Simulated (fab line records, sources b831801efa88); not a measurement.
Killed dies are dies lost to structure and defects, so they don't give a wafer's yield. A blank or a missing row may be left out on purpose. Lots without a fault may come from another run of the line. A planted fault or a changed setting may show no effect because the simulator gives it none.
fab line records | flow sky130 | part 1 of 2: steps 1 to 31 of 43
record lots=5 wafers=15 last_day=49
route steps=708 shown POLY_GATE@221 LDD_N@237 LDD_P@255
lots that met no fault: from a run of the same line without faults
start_h: hours from the record's first day to the start of the lot's first wafer shown | wait_h: hours since the lot's step before | " the same as in the row above | L1.1+2: a row that stands for several wafers | - no value, or no start given | * or withheld: withheld | < > ~ a bound
route shown NAME@n: a module of which the file shows steps, and the number in the route of the first | usual: mean/standard deviation of fault-free wafers | same: alike in all rows | chamber/n: place in a boat | sites: the reading at each site | _std_site: their standard deviation | _edge_site: outer sites' mean less inner sites' | radius_mm: how far each site lies from the wafer's centre | mask NAME#n: copy n | behind: the tool/chamber that last shaped the wafer | hold: why the lot was held/for how many hours/how that ended | device: the transistor (n, p or np) that didn't switch | end of line: the same wafers' tests at the end of the route | a step without rows: its recipe alone | killed: dies lost to structure and defects at the first sort, not the wafer's yield | map: a wafer's dies, x killed, . not, _ none there
set.NAME: the setting as run; set.NAME@STEP: as run at that earlier step | model.NAME: the simulator's own value behind a step, which no gauge read
lots at some steps of the route; a table a step, a row a wafer
services: from which hour (start_h, from the record's first day; less than 0 if before it) a tool's chamber was out of use, for how many hours, and why
## steps
# step SKY_POLY_GATE_COAT_07
# recipe resist=BARC temp_c=withheld time_s=withheld spin_rpm=3000 resist_thk_nm=110
# usual spin_speed_rpm=2999.9/2.2
# columns lot.wafer tool chamber start_h wait_h spin_speed_rpm
L081.2 litho_track-02 0 422.95 0.1 3002.0
L081.5 " 0 " " 2999.7
L081.6 " 0 " " 3001.3
L082.1 litho_track-03 0 439.36 0.1 3003.3
L082.3 " 0 " " 2999.1
L082.6 " 0 " " 2998.0
L086.2 litho_track-01 0 462.75 0.1 2999.5
L086.4 " 0 " " 2998.5
L086.5 " 0 " " 3001.6
L089.1 litho_track-02 0 492.97 0.1 3000.8
L089.4 " 0 " " 3002.4
L089.6 " 0 " " 3002.0
L093.4 litho_track-02 0 526.29 0.1 3002.6
L093.5 " 0 " " 3000.0
L093.6 " 0 " " 2998.2
# step SKY_POLY_GATE_COAT_08
# recipe resist=KrF-thick spin_rpm=3000 resist_thk_nm=450
# usual spin_speed_rpm=3000.0/2.7
# columns lot.wafer tool chamber start_h wait_h spin_speed_rpm
L081.2 litho_track-02 0 - - 2999.6
L081.5 " 0 " " 2999.1
L081.6 " 0 " " 3004.0
L082.1 litho_track-03 0 - - 2999.9
L082.3 " 0 " " 2997.4
L082.6 " 0 " " 3000.2
L086.2 litho_track-01 0 - - 3002.2
L086.4 " 0 " " 2998.6
L086.5 " 0 " " 2996.1
L089.1 litho_track-02 0 - - 3003.2
L089.4 " 0 " " 3001.1
L089.6 " 0 " " 2998.0
L093.4 litho_track-02 0 - - 3002.2
L093.5 " 0 " " 2997.4
L093.6 " 0 " " 3000.6
# step SKY_POLY_GATE_SOFTBAKE_09
# recipe temp_c=100.8 time_s=90 resist=KrF-thick
# columns lot.wafer tool chamber start_h wait_h
L081.2+5+6 litho_track-02 0 - -
L082.1+3+6 litho_track-03 0 - -
L086.2+4+5 litho_track-01 0 - -
L089.1+4+6 litho_track-02 0 - -
L093.4+5+6 litho_track-02 0 - -
# step SKY_POLY_GATE_EXPOSE_10
# recipe mask_id=P1M na=0.68 source_shape=conventional sigma_outer=0.6 target_cd_nm=150 dose_mj=28
# columns lot.wafer tool chamber start_h wait_h mask
L081.2+5+6 krf_scanner-02 0 - - P1M#0
L082.1+3+6 krf_scanner-01 0 - - P1M#0
L086.2+4+5 krf_scanner-01 0 - - P1M#0
L089.1+4+6 krf_scanner-02 0 - - P1M#0
L093.4+5+6 krf_scanner-01 0 - - P1M#0
# step SKY_POLY_GATE_PEB_11
# recipe peb_temp_c=withheld peb_time_s=withheld resist=KrF-thick
# columns lot.wafer tool chamber start_h wait_h
L081.2+5+6 litho_track-01 0 - -
L082.1+3+6 litho_track-01 0 - -
L086.2+4+5 litho_track-01 0 - -
L089.1+4+6 litho_track-01 0 - -
L093.4+5+6 litho_track-01 0 - -
# step SKY_POLY_GATE_DEVELOP_12
# recipe develop_time_s=60 resist=KrF-thick dev_temp_c=21
# usual developer_temp_C=20.99/0.12
# columns lot.wafer tool chamber start_h wait_h developer_temp_C
L081.2 litho_track-01 0 - - 21.07
L081.5 " 0 " " 21.07
L081.6 " 0 " " 20.95
L082.1 litho_track-01 0 - - 21.04
L082.3 " 0 " " 21.13
L082.6 " 0 " " 21.08
L086.2 litho_track-01 0 - - 20.98
L086.4 " 0 " " 21.01
L086.5 " 0 " " 21.28
L089.1 litho_track-01 0 - - 21.06
L089.4 " 0 " " 21.06
L089.6 " 0 " " 20.93
L093.4 litho_track-01 0 - - 20.91
L093.5 " 0 " " 21.02
L093.6 " 0 " " 21.27
# step SKY_POLY_GATE_CD_MEAS_13
# recipe target_cd_nm=150
# usual cd_nm=149.7/1.3
# columns lot.wafer tool chamber start_h wait_h cd_nm
L081.2 cd_sem-01 - 438.89 - 146.4
L081.5 " - " " 149.3
L081.6 " - " " 146.9
L082.1 cd_sem-02 - 455.12 - 150.9
L082.3 " - " " 150.1
L082.6 " - " " 151.4
L086.2 cd_sem-01 - 479.39 - 149.3
L086.4 " - " " 149.9
L086.5 " - " " 151.0
L089.1 cd_sem-02 - 508.97 - 147.0
L089.4 " - " " 148.9
L089.6 " - " " 146.9
L093.4 cd_sem-01 - 542.48 - 151.0
L093.5 " - " " 150.9
L093.6 " - " " 152.6
# step SKY_POLY_GATE_OVL_MEAS_14
# usual POLY_GATE_OVL=-3/5.3
# columns lot.wafer tool chamber start_h wait_h POLY_GATE_OVL[nm]
L081.2 overlay-01 - 439.00 0.1 -3
L081.5 " - " " -11
L081.6 " - " " 2
L082.1 overlay-01 - 455.24 0.1 -3
L082.3 " - " " 0
L082.6 " - " " -4
L086.2 overlay-02 - 479.50 0.1 2
L086.4 " - " " 0
L086.5 " - " " -11
L089.1 overlay-02 - 509.09 0.1 -6
L089.4 " - " " 1
L089.6 " - " " 1
L093.4 overlay-02 - 542.56 0.1 -1
L093.5 " - " " -13
L093.6 " - " " 6
# step SKY_POLY_GATE_ETCH_15
# recipe chemistry=N2/H2 target=BARC ion_energy_ev=200 source_w=500 bias_w=100 pressure_mtorr=30 n2_flow_sccm=100 h2_flow_sccm=200 stop_on=SiO2 time_s=118.5 target_depth_a=1100
# usual drypump_motor_current_A=5.7/0.49 oes_product_au=0.716/0.0049 throttle_valve_pct=13.212/0.0094
# columns lot.wafer tool chamber start_h wait_h drypump_motor_current_A oes_product_au rf_hours_counter_h throttle_valve_pct
L081.2 rie_diel-03 2 439.03 0.0 4.8 0.713 4 13.218
L081.5 " 3 " " 6.5 0.722 - 13.213
L081.6 " 0 " " 5.6 0.717 - 13.209
L082.1 rie_diel-04 0 455.28 0.0 5.5 0.718 4 13.198
L082.3 " 2 " " 5.4 0.712 48 13.200
L082.6 " 0 " " 5.5 0.713 - 13.208
L086.2 rie_diel-02 0 479.53 0.0 5.2 0.712 4 13.208
L086.4 " 1 " " 5.9 0.720 2 13.209
L086.5 " 1 " " 5.9 0.722 - 13.222
L089.1 rie_diel-03 3 509.13 0.0 6.5 0.717 22 13.224
L089.4 " 0 " " 5.6 0.716 - 13.199
L089.6 " 3 " " 6.5 0.712 - 13.217
L093.4 rie_diel-03 3 542.58 0.0 6.5 0.708 23 13.225
L093.5 " 1 " " 5.7 0.716 - 13.225
L093.6 " 2 " " 4.8 0.717 - 13.215
# step SKY_POLY_GATE_ETCH_16
# recipe stop_on=poly-Si chemistry=CH3F/O2 target=Si3N4 source_w=400 bias_w=80 pressure_mtorr=25 ch3f_flow_sccm=40 O2_flow_sccm=30 time_s=147.5 target_depth_a=750
# usual drypump_motor_current_A=5.7/0.49 oes_product_au=0.641/0.0058 throttle_valve_pct=10.535/0.0091
# columns lot.wafer tool chamber start_h wait_h drypump_motor_current_A oes_product_au rf_hours_counter_h throttle_valve_pct
L081.2 rie_diel-03 2 439.11 0.0 4.8 0.644 4 10.530
L081.5 " 3 " " 6.5 0.644 - 10.533
L081.6 " 0 " " 5.5 0.636 - 10.535
L082.1 rie_diel-04 0 455.36 0.0 5.5 0.641 4 10.549
L082.3 " 2 " " 5.4 0.644 48 10.543
L082.6 " 0 " " 5.5 0.638 - 10.528
L086.2 rie_diel-02 0 479.61 0.0 5.2 0.642 4 10.550
L086.4 " 1 " " 5.9 0.638 2 10.525
L086.5 " 1 " " 5.9 0.636 - 10.542
L089.1 rie_diel-03 3 509.21 0.0 6.5 0.644 22 10.551
L089.4 " 0 " " 5.5 0.646 - 10.546
L089.6 " 3 " " 6.5 0.643 - 10.529
L093.4 rie_diel-03 3 542.66 0.0 6.5 0.649 23 10.549
L093.5 " 1 " " 5.6 0.637 - 10.526
L093.6 " 2 " " 4.8 0.642 - 10.520
# step SKY_POLY_GATE_ETCH_17
# recipe target_depth_nm=180 stop_on=SiO2 over_etch_frac=0.56667 chemistry=HBr/Cl2 target=poly-Si icp_w=400 bias_w=100 pressure_mtorr=10 HBr_flow_sccm=150 Cl2_flow_sccm=50 time_s=70.5
# usual drypump_motor_current_A=5.8/0.39 oes_product_au=0.988/0.0082 throttle_valve_pct=33.683/0.0099
# columns lot.wafer tool chamber start_h wait_h drypump_motor_current_A oes_product_au rf_hours_counter_h throttle_valve_pct
L081.2 rie_si-01 1 439.21 0.0 5.9 0.994 4 33.701
L081.5 " 2 " " 4.9 0.987 - 33.680
L081.6 " 3 " " 6.2 0.970 - 33.679
L082.1 rie_si-01 3 455.46 0.0 6.2 0.975 2 33.679
L082.3 " 2 " " 4.9 0.989 66 33.687
L082.6 " 0 " " 5.5 0.997 - 33.684
L086.2 rie_si-02 3 479.71 0.0 6.1 0.989 37 33.697
L086.4 " 0 " " 6.0 0.981 0 33.686
L086.5 " 1 " " 5.8 0.980 - 33.679
L089.1 rie_si-02 1 509.31 0.0 5.9 0.991 7 33.687
L089.4 " 2 " " 5.7 0.994 7 33.687
L089.6 " 2 " " 5.7 0.982 - 33.702
L093.4 rie_si-02 2 542.76 0.0 5.8 0.981 7 33.679
L093.5 " 1 " " 5.8 0.978 - 33.680
L093.6 " 0 " " 6.0 0.986 - 33.682
# step SKY_POLY_GATE_STRIP_18
# recipe chemistry=O2/N2 power_w=1400 pressure_mtorr=1500 platen_temp_c=withheld o2_flow_sccm=3000 n2_flow_sccm=300 overash_fraction=0.5
# usual drypump_motor_current_A=5.6/0.44 oes_product_au=0.360/0.0048 strip_time_to_endpoint_s=3.16/0.04
# columns lot.wafer tool chamber start_h wait_h drypump_motor_current_A oes_product_au rf_hours_counter_h strip_time_to_endpoint_s
L081.2 plasma_asher-01 0 439.27 0.0 5.2 0.359 1 3.13
L081.5 " 0 " " 5.2 0.354 - 3.21
L081.6 " 1 " " 5.1 0.364 - 3.16
L082.1 plasma_asher-03 0 455.52 0.0 5.9 0.353 33 3.10
L082.3 " 0 " " 5.9 0.365 - 3.11
L082.6 " 0 " " 5.9 0.355 - 3.07
L086.2 plasma_asher-01 1 479.77 0.0 5.2 0.367 5 3.16
L086.4 " 0 " " 5.2 0.361 - 3.14
L086.5 " 1 " " 5.2 0.358 - 3.17
L089.1 plasma_asher-02 0 509.37 0.0 5.8 0.365 69 3.26
L089.4 " 1 " " 5.5 0.361 - 3.14
L089.6 " 1 " " 5.4 0.361 - 3.22
L093.4 plasma_asher-01 1 542.85 0.1 5.2 0.366 - 3.21
L093.5 " 1 " " 5.2 0.354 - 3.19
L093.6 " 0 " " 5.2 0.361 - 3.15
# step SKY_POLY_GATE_CLEAN_19
# recipe chemistry=SC1/SC2 mix=1:4:20 temp_c=70 time_s=150 dry=n2_spin
# usual temp_c=70.02/0.11
# columns lot.wafer tool chamber start_h wait_h temp_c
L081.2 wet_bench-01 3 439.37 0.1 69.96
L081.5 " 3 " " 70.17
L081.6 " 3 " " 70.05
L082.1 wet_bench-03 3 455.62 0.1 70.13
L082.3 " 3 " " 70.10
L082.6 " 3 " " 70.20
L086.2 wet_bench-02 3 479.87 0.1 69.81
L086.4 " 3 " " 69.90
L086.5 " 3 " " 69.91
L089.1 wet_bench-03 3 509.47 0.1 69.90
L089.4 " 3 " " 69.97
L089.6 " 3 " " 70.02
L093.4 wet_bench-01 1 542.91 0.0 70.17
L093.5 " 1 " " 70.02
L093.6 " 1 " " 69.98
# step SKY_POLY_GATE_OXIDATION_20
# recipe temp_c=850 ambient=O2 stabilise_s=600 purge_s=300 target_thk_a=40 ox_time_s=899
# usual ox_temp_c=850.1/0.4 tube_center_temp_C=849.99/0.078
# columns lot.wafer tool chamber start_h wait_h ox_temp_c tube_center_temp_C
L081.2 furnace-01 0 440.81 1.4 850.7 850.2
L081.5 " 0 " " 849.4 850.06
L081.6 " 0 " " 850.1 849.97
L082.1 furnace-02 0 456.64 1.0 849.5 849.9
L082.3 " 0 " " 850.3 850.15
L082.6 " 0 " " 850.0 849.91
L086.2 furnace-02 0 479.96 0.0 850.1 849.91
L086.4 " 0 " " 850.1 849.96
L086.5 " 0 " " 850.1 850.03
L089.1 furnace-01 0 509.52 0.0 850.0 849.95
L089.4 " 0 " " 850.1 849.98
L089.6 " 0 " " 849.8 849.87
L093.4 furnace-02 0 542.97 0.0 849.9 849.89
L093.5 " 0 " " 850.3 849.97
L093.6 " 0 " " 850.0 849.77
# step SKY_POLY_GATE_THK_MEAS_21
# recipe reads=SiO2_of_POLY_GATE_OXIDATION_20
# usual POLY_GATE_OXIDATION_THK=4.03/0.085
# columns lot.wafer tool chamber start_h wait_h POLY_GATE_OXIDATION_THK[nm]
L081.2 film_metro-03 - 442.07 0.0 3.97
L081.5 " - " " 4.01
L081.6 " - " " 4.02
L082.1 film_metro-01 - 457.89 0.0 4.08
L082.3 " - " " 4.23
L082.6 " - " " 4.09
L086.2 film_metro-03 - 481.22 0.0 4.18
L086.4 " - " " 4.16
L086.5 " - " " 4.18
L089.1 film_metro-01 - 510.76 0.0 4.04
L089.4 " - " " 4.02
L089.6 " - " " 4.04
L093.4 film_metro-01 - 544.25 0.0 4.16
L093.5 " - " " 4.18
L093.6 " - " " 4.12
# step SKY_POLY_GATE_CD_MEAS_22
# usual cd_nm=150/3.6
# columns lot.wafer tool chamber start_h wait_h cd_nm
L081.2 cd_sem-02 - 442.14 0.1 141
L081.5 " - " " 148
L081.6 " - " " 146
L082.1 cd_sem-01 - 457.95 0.1 153
L082.3 " - " " 148
L082.6 " - " " 154
L086.2 cd_sem-02 - 481.30 0.1 150
L086.4 " - " " 152
L086.5 " - " " 151
L089.1 cd_sem-02 - 510.82 0.1 148
L089.4 " - " " 148
L089.6 " - " " 149
L093.4 cd_sem-02 - 544.36 0.1 153
L093.5 " - " " 150
L093.6 " - " " 151
# step SKY_LDD_N_DEHYDRATE_00
# recipe temp_c=200 time_s=60
# columns lot.wafer tool chamber start_h wait_h
L081.2+5+6 litho_track-03 0 456.79 14.6
L082.1+3+6 litho_track-04 0 472.33 14.3
L086.2+4+5 litho_track-04 0 495.10 13.8
L089.1+4+6 litho_track-01 0 524.47 13.6
L093.4+5+6 litho_track-03 0 558.19 13.8
# step SKY_LDD_N_HMDS_01
# recipe prime_time_s=60 prime_temp_c=120
# columns lot.wafer tool chamber start_h wait_h
L081.2+5+6 litho_track-03 0 456.94 0.1
L082.1+3+6 litho_track-04 0 472.48 0.1
L086.2+4+5 litho_track-04 0 495.25 0.1
L089.1+4+6 litho_track-01 0 524.62 0.1
L093.4+5+6 litho_track-03 0 558.34 0.1
# step SKY_LDD_N_COAT_02
# recipe resist=NOVOLAK spin_rpm=3000 resist_thk_nm=300
# usual spin_speed_rpm=2999.8/2.2
# columns lot.wafer tool chamber start_h wait_h spin_speed_rpm
L081.2 litho_track-03 0 457.09 0.1 3001.1
L081.5 " 0 " " 3000.4
L081.6 " 0 " " 2998.7
L082.1 litho_track-04 0 472.63 0.1 3002.7
L082.3 " 0 " " 2999.0
L082.6 " 0 " " 3001.8
L086.2 litho_track-04 0 495.40 0.1 3004.8
L086.4 " 0 " " 3002.5
L086.5 " 0 " " 3000.4
L089.1 litho_track-01 0 524.77 0.1 2997.6
L089.4 " 0 " " 3001.6
L089.6 " 0 " " 3001.0
L093.4 litho_track-03 0 558.49 0.1 2999.5
L093.5 " 0 " " 2997.7
L093.6 " 0 " " 2999.3
# step SKY_LDD_N_SOFTBAKE_03
# recipe temp_c=90 time_s=60 resist=NOVOLAK
# columns lot.wafer tool chamber start_h wait_h
L081.2+5+6 litho_track-03 0 457.24 0.1
L082.1+3+6 litho_track-04 0 472.78 0.1
L086.2+4+5 litho_track-04 0 495.55 0.1
L089.1+4+6 litho_track-01 0 524.92 0.1
L093.4+5+6 litho_track-03 0 558.64 0.1
# step SKY_LDD_N_EXPOSE_04
# recipe mask_id=NTM target_cd_nm=840 na=0.6 source_shape=conventional sigma_outer=0.6 dose_mj=110
# columns lot.wafer tool chamber start_h wait_h mask
L081.2+5+6 iline_stepper-02 0 - - NTM#0
L082.1+3+6 iline_stepper-02 0 - - NTM#0
L086.2+4+5 iline_stepper-01 0 - - NTM#0
L089.1+4+6 iline_stepper-02 0 - - NTM#0
L093.4+5+6 iline_stepper-02 0 - - NTM#0
# step SKY_LDD_N_PEB_05
# recipe temp_c=withheld time_s=* resist=NOVOLAK
# columns lot.wafer tool chamber start_h wait_h
L081.2+5+6 litho_track-01 0 - -
L082.1+3+6 litho_track-04 0 - -
L086.2+4+5 litho_track-04 0 - -
L089.1+4+6 litho_track-04 0 - -
L093.4+5+6 litho_track-01 0 - -
# step SKY_LDD_N_DEVELOP_06
# recipe develop_time_s=60 dev_temp_c=23
# usual developer_temp_C=22.98/0.1
# columns lot.wafer tool chamber start_h wait_h developer_temp_C
L081.2 litho_track-01 0 472.00 0.1 22.92
L081.5 " 0 " " 22.93
L081.6 " 0 " " 23.10
L082.1 litho_track-04 0 488.13 0.1 23.10
L082.3 " 0 " " 23.18
L082.6 " 0 " " 23.06
L086.2 litho_track-04 0 511.55 0.1 23.07
L086.4 " 0 " " 22.91
L086.5 " 0 " " 22.97
L089.1 litho_track-04 0 540.03 0.1 22.99
L089.4 " 0 " " 23.02
L089.6 " 0 " " 22.97
L093.4 litho_track-01 0 574.10 0.1 22.92
L093.5 " 0 " " 23.04
L093.6 " 0 " " 22.95
# step SKY_LDD_N_OVL_MEAS_07
# usual LDD_N_OVL=0.0/1.3
# columns lot.wafer tool chamber start_h wait_h LDD_N_OVL[nm]
L081.2 overlay-02 - 472.13 0.1 -0.1
L081.5 " - " " -0.8
L081.6 " - " " 0.7
L082.1 overlay-01 - 488.28 0.1 -2.7
L082.3 " - " " -0.5
L082.6 " - " " -2.6
L086.2 overlay-02 - 511.69 0.1 -1.2
L086.4 " - " " -2.4
L086.5 " - " " -1.1
L089.1 overlay-02 - 540.18 0.1 1.1
L089.4 " - " " 1.3
L089.6 " - " " 0.5
L093.4 overlay-02 - 574.19 0.1 0.4
L093.5 " - " " 0.4
L093.6 " - " " -0.5
# step SKY_LDD_N_IMPLANT_08
# recipe species=As energy_kev=20 dose_cm2=7.5e+13 tilt_deg=withheld rotation_deg=23
# columns lot.wafer tool chamber start_h wait_h
L081.2+5+6 implanter-04 0 472.18 0.0
L082.1+3+6 implanter-03 0 488.32 0.0
L086.2+4+5 implanter-04 0 511.74 0.0
L089.1+4+6 implanter-04 0 540.21 0.0
L093.4+5+6 implanter-03 0 574.28 0.1
# step SKY_LDD_N_IMPLANT_09
# recipe species=As energy_kev=20 dose_cm2=7.5e+13 tilt_deg=withheld rotation_deg=113
# columns lot.wafer tool chamber start_h wait_h
L081.2+5+6 implanter-04 0 472.33 0.1
L082.1+3+6 implanter-03 0 488.47 0.1
L086.2+4+5 implanter-04 0 511.89 0.1
L089.1+4+6 implanter-04 0 540.36 0.1
L093.4+5+6 implanter-03 0 574.43 0.1
# step SKY_LDD_N_IMPLANT_10
# recipe species=As energy_kev=20 dose_cm2=7.5e+13 tilt_deg=withheld rotation_deg=203
# columns lot.wafer tool chamber start_h wait_h
L081.2+5+6 implanter-04 0 472.48 0.1
L082.1+3+6 implanter-03 0 488.62 0.1
L086.2+4+5 implanter-04 0 512.04 0.1
L089.1+4+6 implanter-04 0 540.51 0.1
L093.4+5+6 implanter-03 0 574.58 0.1
# step SKY_LDD_N_IMPLANT_11
# recipe species=As energy_kev=20 dose_cm2=7.5e+13 tilt_deg=withheld rotation_deg=293
# columns lot.wafer tool chamber start_h wait_h
L081.2+5+6 implanter-04 0 472.63 0.1
L082.1+3+6 implanter-03 0 488.77 0.1
L086.2+4+5 implanter-04 0 512.19 0.1
L089.1+4+6 implanter-04 0 540.66 0.1
L093.4+5+6 implanter-03 0 574.73 0.1
# step SKY_LDD_N_IMPLANT_12
# recipe species=BF2 energy_kev=50 dose_cm2=5e+12 tilt_deg=30 rotation_deg=0
# columns lot.wafer tool chamber start_h wait_h
L081.2+5+6 implanter-04 0 472.78 0.1
L082.1+3+6 implanter-03 0 488.92 0.1
L086.2+4+5 implanter-04 0 512.34 0.1
L089.1+4+6 implanter-04 0 540.81 0.1
L093.4+5+6 implanter-03 0 574.88 0.1
# step SKY_LDD_N_IMPLANT_13
# recipe species=BF2 energy_kev=50 dose_cm2=5e+12 tilt_deg=30 rotation_deg=90
# columns lot.wafer tool chamber start_h wait_h
L081.2+5+6 implanter-04 0 472.93 0.1
L082.1+3+6 implanter-03 0 489.07 0.1
L086.2+4+5 implanter-04 0 512.49 0.1
L089.1+4+6 implanter-04 0 540.96 0.1
L093.4+5+6 implanter-03 0 575.03 0.1
# step SKY_LDD_N_IMPLANT_14
# recipe species=BF2 energy_kev=50 dose_cm2=5e+12 tilt_deg=30 rotation_deg=180
# columns lot.wafer tool chamber start_h wait_h
L081.2+5+6 implanter-04 0 473.08 0.1
L082.1+3+6 implanter-03 0 489.22 0.1
L086.2+4+5 implanter-04 0 512.64 0.1
L089.1+4+6 implanter-04 0 541.11 0.1
L093.4+5+6 implanter-03 0 575.18 0.1
